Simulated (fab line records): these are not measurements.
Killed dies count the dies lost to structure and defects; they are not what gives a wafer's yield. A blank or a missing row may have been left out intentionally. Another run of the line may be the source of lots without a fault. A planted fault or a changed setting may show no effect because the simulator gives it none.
2 desks looking at one fault | flow sky130 | each desk has only its own numbers; what lay behind them comes last

FOR THE TOOL OWNER'S DESK: implanter-04
SKY_PWDE_IMPLANT_08, tool's own readings: per-lot mean of the sampled wafers with a number, covering each lot this tool ran. Any lot whose mean is over 4 standard deviations away from the usual mean is out of limits and marked OUT; that distance is given in the brackets.
Columns: A = beamOnS at SKY_PWDE_IMPLANT_08, usual 10.00 s; B = endStationPressureTorr at SKY_PWDE_IMPLANT_08, usual 5e-06 Torr; C = faradayCurrentUA at SKY_PWDE_IMPLANT_08, usual 20.3
lot  | first seen here | A               | B                       | C
L169 | day 3 20:49     | 10.08           | 5e-06                   | 20.2
L170 | day 4 02:49     | 9.95            | 5e-06                   | 20.4
L171 | day 4 09:38     | 9.91            | 5e-06                   | 20.5
L172 | day 4 15:49     | 10.15           | 5e-06                   | 20.0
L176 | day 5 13:42     | 10.10           | 5e-06                   | 20.2
L188 | day 8 07:59     | 12.55 (+13) OUT | 1e-04 (+99 or more) OUT | 16.3 (-11) OUT
L189 | day 8 15:19     | 12.47 (+13) OUT | 1e-04 (+99 or more) OUT | 16.5 (-10) OUT
This desk finds L188, L189 out of limits, L188 being first, at day 8 07:59 (beamOnS at SKY_PWDE_IMPLANT_08). L169, L170, L171, L172, L176: within limits.

AT THE METROLOGY DESK
What the gauges read for every lot (on any tool): the sampled wafers with a number, averaged. Any lot whose mean is over 4 standard deviations away from the usual mean is out of limits and marked OUT; that distance is given in the brackets.
Columns: A = FIELD_ISO_CVD_03_THK at SKY_FIELD_ISO_THK_MEAS_04, usual 164.4 nm; B = FIELD_ISO_OXIDATION_01_THK at SKY_FIELD_ISO_THK_MEAS_23, usual 10.10 nm; C = PWDE_TW at SKY_PWDE_TW_MEAS_10, usual 371; D = PWDE_RS at SKY_NWELL_RS_MEAS_31, usual 5278 ohm/sq
lot  | first seen here | A     | B     | C              | D
L169 | day 1 16:59     | 165.4 | 9.89  | 365            | 5266
L170 | day 1 20:55     | 163.9 | 10.27 | 373            | 5264
L171 | day 2 00:35     | 167.1 | 10.11 | 368            | 5289
L172 | day 2 06:20     | 165.2 | 10.03 | 372            | 5283
L174 | day 2 14:29     | 165.0 | 9.94  | 367            | 5282
L175 | day 2 19:29     | 165.0 | 9.90  | 373            | 5267
L176 | day 3 02:19     | 163.4 | 10.14 | 375            | 5275
L188 | day 5 15:59     | 164.4 | 10.02 | 401 (+9.4) OUT | 4433 (-53) OUT
L189 | day 5 23:04     | 166.8 | 10.35 | 398 (+8.5) OUT | 4452 (-52) OUT
L190 | day 6 03:34     | 164.9 | 9.80  | 374            | 5263
L191 | day 6 07:44     | 162.0 | 9.91  | 371            | 5263
Per this desk, out of limits: L188, L189; the first was L188, day 8 08:14 (PWDE_TW at SKY_PWDE_TW_MEAS_10). L169, L170, L171, L172, L174, L175, L176, L190, L191: within limits.

PUT TOGETHER
On L188, L189, at day 8 07:59, an alarm was possible from the tool owner's desk.
L188, L189 would have let the metrology desk raise an alarm at day 8 08:14.
The lots listed all ran SKY_PWDE_IMPLANT_08 on implanter-04.

WHAT THE SIMULATOR HAD INSERTED
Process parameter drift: implanter-04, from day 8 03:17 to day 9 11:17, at SKY_PWDE_IMPLANT_08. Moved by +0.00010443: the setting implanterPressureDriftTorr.
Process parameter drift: implanter-04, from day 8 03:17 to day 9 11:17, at SKY_PWDE_IMPLANT_08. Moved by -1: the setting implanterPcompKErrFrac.
Lots struck among those shown: L188, L189.
Delay (hours) between the fault's onset and each desk's first out-of-limits reading: 5 at the tool owner's desk, 5 at the metrology desk.
